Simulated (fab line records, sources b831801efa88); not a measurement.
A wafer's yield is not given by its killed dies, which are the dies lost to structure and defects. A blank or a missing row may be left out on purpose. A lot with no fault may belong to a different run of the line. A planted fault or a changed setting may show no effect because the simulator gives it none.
Split-lot experiment | flow sky130 | 23 wafers read from 5 lots, route of 708 steps

== SPLIT DETAILS ==
At SKY_PWDE_IMPLANT_08, the setting doseCm2 was moved away from the recipe's 3.6e+12 on 8 of the 23 wafers read, by -5.1% to +2.0%. This setting was run at the recipe's value on the other wafers.

== FROM THE SPLIT TO THE READING: what the file shows between them, 5 steps ==
- SKY_PWDE_STRIP_09: strips in O2/N2
- SKY_PWDE_TW_MEAS_10
- SKY_NWELL_STRIP_14: strips in O2/N2 (also split here: pressureMtorr)
- SKY_NWELL_DEVELOP_22: develop time 60 s (also split here: developTimeS)
- SKY_NWELL_IMPLANT_24

== THE READING ==
At SKY_NWELL_RS_MEAS_31, a four-point-probe measurement gives PWDE_RS in ohm/sq. Fault-free wafers of this fab line usually give 5288 ohm/sq, standard deviation 17 ohm/sq.

wafer  | tool, chamber at the split | doseCm2 as run | against the recipe | PWDE_RS, ohm/sq | against lot-mates on the recipe
L074.1 | implanter-04, 0            | 3.6e+12        | recipe             | 5260            | -
L074.4 | implanter-04, 0            | 3.6e+12        | recipe             | 5258            | -
L074.5 | implanter-04, 0            | 3.6e+12        | recipe             | 5272            | -
L077.1 | implanter-03, 0            | 3.6e+12        | recipe             | 5295            | -
L077.2 | implanter-03, 0            | 3.6e+12        | recipe             | 5265            | -
L077.3 | implanter-03, 0            | 3.6e+12        | recipe             | 5288            | -
L077.4 | implanter-03, 0            | 3.6e+12        | recipe             | 5281            | -
L077.6 | implanter-03, 0            | 3.6e+12        | recipe             | 5270            | -
L078.1 | implanter-03, 0            | 3.672e+12      | +2.0%              | 5210            | -78
L078.2 | implanter-03, 0            | 3.6e+12        | recipe             | 5281            | -
L078.3 | implanter-03, 0            | 3.6e+12        | recipe             | 5296            | -
L078.4 | implanter-03, 0            | 3.672e+12      | +2.0%              | 5225            | -64
L078.5 | implanter-03, 0            | 3.672e+12      | +2.0%              | 5216            | -72
L082.1 | implanter-04, 0            | 3.6e+12        | recipe             | 5282            | -
L082.2 | implanter-04, 0            | 3.415e+12      | -5.1%              | 5517            | +238
L082.3 | implanter-04, 0            | 3.415e+12      | -5.1%              | 5495            | +216
L082.4 | implanter-04, 0            | 3.6e+12        | recipe             | 5277            | -
L082.5 | implanter-04, 0            | 3.415e+12      | -5.1%              | 5523            | +244
L083.1 | implanter-04, 0            | 3.452e+12      | -4.1%              | 5466            | +186
L083.2 | implanter-04, 0            | 3.452e+12      | -4.1%              | 5459            | +179
L083.4 | implanter-04, 0            | 3.6e+12        | recipe             | 5291            | -
L083.5 | implanter-04, 0            | 3.6e+12        | recipe             | 5286            | -
L083.6 | implanter-04, 0            | 3.6e+12        | recipe             | 5262            | -

THE FIT
A straight line over all 23 wafers: PWDE_RS changes by -43.1 ohm/sq for each +1% of doseCm2; r = -0.99; the points scatter about the line by 15 ohm/sq.
The same after taking each lot's own level away (the mean of its wafers on the recipe; 23 wafers): -43.6 ohm/sq for each +1%; r = -0.99; scatter 11 ohm/sq.
According to that fit, moving doseCm2 by its largest amount changes the reading by 2.2e+02 ohm/sq.
The span of the lots' own levels, 5263.3 to 5288.5 ohm/sq, comes to 1.5 times the standard deviation stated above.
The two slopes agree, so the slope changes little with the lot-to-lot level.
Check: with one of the wafers moved furthest among these (-5.1%) left out of the fit, the line predicts +225 ohm/sq for it against its lot-mates. It came out at +238 ohm/sq against them.

== OTHER SPLITS ON THESE WAFERS ==
Other splits were also applied to these wafers ahead of the reading. Each is held against what the fit with the lots' levels taken away leaves over:
other split on the same wafers    | wafers away from the commonest value | r with PWDE_RS (lot level and that fit taken away)
SKY_FIELD_ISO_CVD_03 timeS        | 18                                   | -0.06
SKY_FIELD_ISO_DEVELOP_12 devTempC | 9                                    | +0.32
SKY_NWELL_OXIDATION_01 tempC      | 5                                    | -0.17
SKY_PWDE_COAT_02 resistThkNm      | 10                                   | +0.17
SKY_NWELL_STRIP_14 pressureMtorr  | 18                                   | -0.25
SKY_NWELL_DEVELOP_22 developTimeS | 5                                    | +0.07

== THE WHOLE CHAIN: every reading that the file lists as answering this split, in the file's order ==
step                 | what it does                 | reading | change (the file's fit)           | r (the file's)
SKY_PWDE_TW_MEAS_10  |                              | PWDE_TW | +1.47 for each +1% of the setting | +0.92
SKY_NWELL_RS_MEAS_31 | measures by four-point-probe | PWDE_RS | -44.2 for each +1% of the setting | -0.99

== FILE'S OWN FIT ==
PWDE_RS changes by -44.2 ohm/sq for each +1% of doseCm2, r = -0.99.
